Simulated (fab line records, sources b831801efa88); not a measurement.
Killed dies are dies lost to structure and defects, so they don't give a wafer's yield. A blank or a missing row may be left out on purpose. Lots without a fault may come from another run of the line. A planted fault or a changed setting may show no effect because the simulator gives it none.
Chamber matching | flow gf180mcu | GF_V3_CMP_04 on cmp-01: 4 sister chambers
The step polishes SiO2. 4 wafers are shown with their chamber, then 7 later ones without.

WAFERS WITH THEIR CHAMBER
wafer  | chamber | motor_current_A (A)
L957.1 | 1       | 12.6
L960.5 | 0       | 11.3
L961.2 | 3       | 13.4
L961.4 | 2       | 13.1

WAFERS WITHOUT THEIR CHAMBER
wafer  | motor_current_A (A)
L961.5 | 12.5
L974.2 | 11.1
L974.4 | 13.5
L974.5 | 11.2
L975.2 | 11.5
L975.3 | 11.9
L975.6 | 12.9

WHICH CHAMBER EACH WENT THROUGH
wafer  | from the rows above          | in truth
L961.5 | can't be placed: 1 or 2      | 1
L974.2 | 0                            | 0
L974.4 | can't be placed: 3 or 2      | 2
L974.5 | 0                            | 0
L975.2 | 0                            | 0
L975.3 | can't be placed: 0 or 1      | 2
L975.6 | can't be placed: 2 or 1 or 3 | 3
Placed correctly: 3 of 7. Can't be placed from these rows: 4 (the true chamber is among the candidates in 3). Placed wrongly: 0.
How it was worked out, from the rows above alone: a wafer's distance from a chamber is the root of the sum, over the readings, of the square of ((its reading less the chamber's mean) divided by the reading's scatter). The wafer belongs to the nearest chamber; if the next one is less than 2 further off, it can't be placed. A chamber's mean is the mean of its shown wafers. The scatter: with one shown wafer a chamber, the root of the mean of the squares of how far each hidden wafer lies from its nearest shown one.
